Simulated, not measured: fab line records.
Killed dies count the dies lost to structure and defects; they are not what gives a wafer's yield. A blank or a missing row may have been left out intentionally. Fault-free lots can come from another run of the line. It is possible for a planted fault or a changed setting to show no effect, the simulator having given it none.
Matching of chambers ; flow gf180mcu ; GF_V3_CVD_00 on hdpcvd-02 has 3 sister chambers
The step deposits SiO2, target thk 600 nm, time 100 s. 16 wafers are shown with their chamber, then 8 later ones without.

WAFERS, EACH WITH ITS CHAMBER
wafer;chamber;sih4FlowSccm (sccm)
L108.2;2;60.15
L108.3;1;60.18
L108.5;0;60.01
L110.1;2;60.01
L110.2;0;59.90
L110.3;1;59.94
L120.3;2;60.03
L120.4;2;60.33
L120.5;0;60.09
L121.3;0;60.11
L121.4;2;60.25
L121.5;1;59.93
L124.2;1;60.24
L124.3;0;59.91
L124.4;2;60.23
L125.2;2;59.93

SIGNATURES (means of the wafers above)
reading;chamber 0;chamber 1;chamber 2;scatter within a chamber
sih4FlowSccm;60.0040;60.0725;60.1329;0.137
Rule: distance of a wafer from a chamber = root of the sum over the readings of ((wafer's reading minus chamber's mean) / reading's scatter) squared. If the next closest chamber is less than 2 further off than the closest, the wafer can't be placed; otherwise it belongs to the closest. The scatter: take each reading less its chamber's mean, square it, sum over the shown wafers, divide by the number of wafers less the number of chambers, and take the root.

WAFERS MISSING THEIR CHAMBER
wafer;sih4FlowSccm (sccm)
L125.5;60.03
L125.6;59.91
L129.3;60.14
L129.5;59.78
L129.6;59.89
L130.1;60.32
L130.2;59.95
L130.4;60.23

EACH ONE'S CHAMBER
wafer;from the rows above;in truth
L125.5;can't be placed: 0 or 1 or 2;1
L125.6;can't be placed: 0 or 1 or 2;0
L129.3;can't be placed: 2 or 1 or 0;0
L129.5;can't be placed: 0 or 1 or 2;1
L129.6;can't be placed: 0 or 1 or 2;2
L130.1;can't be placed: 2 or 1 or 0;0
L130.2;can't be placed: 0 or 1 or 2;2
L130.4;can't be placed: 2 or 1 or 0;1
Correctly placed: 0 of 8. Cannot be placed on the basis of these rows: 8; the candidates contain the true chamber in 8. 0 placed wrongly.
